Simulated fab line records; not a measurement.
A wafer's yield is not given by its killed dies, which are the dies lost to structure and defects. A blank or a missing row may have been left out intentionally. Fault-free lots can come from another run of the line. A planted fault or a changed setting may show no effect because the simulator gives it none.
A lot that was struck, set against a sound lot ; flow sky130 ; 15 out of 708 route steps
Sound: these wafers, L248.2, L248.3, L248.6. Wafers L247.1, L247.3, L247.4 were the ones struck. Last of all comes the cause.
Each step with rows lists, per side, the tool, then ch with its chambers, then its first start. Under that, the readings that differ: sound wafers ; struck wafers ; difference of the means ; sigmas: that difference in standard deviations of wafers without a fault.
alike: readings whose means differ by less than 2 such deviations, and words and numbers that are the same on both sides. not compared: withheld readings, readings that some wafer has no value for, bounds like >300 that may hide the same value, and numbers for which the record gives no deviation and whose values overlap.
Wherever a step has rows on one side only, a row that says differs or no value, or a row with sigmas, the two part there. Non-overlapping numbers with no deviation appear without sigmas and do not part them. Lack of a reading on every wafer of one side parts them only where that side has two or more wafers.

first, 8 steps without rows for these wafers: SKY_METAL4_DEHYDRATE_05 (time 60 s); SKY_METAL4_HMDS_06 (prime time 60 s); SKY_METAL4_COAT_07 (resist thk 60 nm); SKY_METAL4_COAT_08 (resist thk 1140 nm); SKY_METAL4_SOFTBAKE_09 (time 90 s); SKY_METAL4_EXPOSE_10 (exposes mask MM4, target cd 300 nm); SKY_METAL4_PEB_11; SKY_METAL4_DEVELOP_12 (develop time 60 s).
SKY_METAL4_CD_MEAS_13 targets a cd of 300 nm.
  sound on cd_sem-02 at day 46 08:13; struck on cd_sem-01 at day 46 08:08
  alike: cd_nm
SKY_METAL4_OVL_MEAS_14:
  sound on overlay-02 at day 46 08:19; struck on overlay-01 at day 46 08:15
reading;sound;struck;difference;sigmas
METAL4_OVL (nm);-1 -1 -4;14 8 6;+11;+2
SKY_METAL4_DESCUM_15: chemistry O2, time 8 s.
  sound on rie_metal-04 ch 0,1, day 46 08:21; struck on rie_metal-02 ch 0,1, day 46 08:17
  alike: drypump_motor_current_A, oes_product_au
  not compared: rf_hours_counter_h
SKY_METAL4_ETCH_16: etches BARC in N2/H2, stops on SiO2, time 88.2 s, target depth 60 nm.
  sound on rie_metal-04 ch 0,1, day 46 08:23; struck on rie_metal-02 ch 0,1, day 46 08:19
  alike: bias_w, chamber_pressure_mTorr, drypump_motor_current_A, oes_product_au, throttle_valve_pct
  not compared: rf_hours_counter_h
SKY_METAL4_ETCH_17: etches SiO2 in C4F8/O2/Ar, stops on TiN, time 3.9 s, target depth 15 nm.
  sound on rie_diel-02 ch 1,2, day 46 08:29; struck on rie_diel-01 ch 0,1,3, day 46 08:25
  no value came back on the struck wafers for bias_w (W), chamber_pressure_mTorr (mTorr), oes_product_au (a.u.), time_s (s); on the sound wafers bias_w (W) reads 1202 1203 1204
  not compared: rf_hours_counter_h
SKY_METAL4_METAL_ETCH_18: etches the open film in Cl2/BCl3, stops on SiO2, target depth 845 nm, time 183.1 s.
  sound on rie_metal-02 ch 0,1, day 46 08:30; struck on rie_metal-01 ch 0,1, day 46 08:26
  alike: bcl3_flow_sccm, bias_w, drypump_motor_current_A, oes_product_au, throttle_valve_pct
  not compared: rf_hours_counter_h
-- the record jumps here: 3 days lie between the struck wafers' starts before and after (it left off in module METAL4 and takes up again in module PAD_OPEN, whose first step shown is number 708 of the route) --
SKY_PAD_OPEN_PROBE_99:
  sound on prober-02 at day 49 18:59; struck on prober-01 at day 49 18:35
reading;sound;struck;difference;sigmas
defect_limited_yield (%);80.3 81.1 86.2;0 0 0;-83;-38
killed_at_M4_up;0 5 3;403 406 421;+407;+99 or more
killed_dies;97 93 68;492 492 492;+406;+37
killed_on_rim;22 21 10;96 96 96;+78;+19
sort_bin_5_function (%);12.8 10.0 8.5;91.7 91.7 91.5;+81.2;+51
sort_n_pass;395 399 424;0 0 0;-406;-37
sort_yield_pct (%);80.3 81.1 86.2;0 0 0;-83;-38
  alike: killed_at_M0_to_M3, killed_at_contacts, killed_at_front_end, killed_at_other, killed_open, killed_short, sort_bin_3_pad_short, sort_bin_6_memory

WHERE THEY PART
At SKY_METAL4_OVL_MEAS_14 first; at SKY_PAD_OPEN_PROBE_99 last (within this record only).

WHY: what the simulator had put in
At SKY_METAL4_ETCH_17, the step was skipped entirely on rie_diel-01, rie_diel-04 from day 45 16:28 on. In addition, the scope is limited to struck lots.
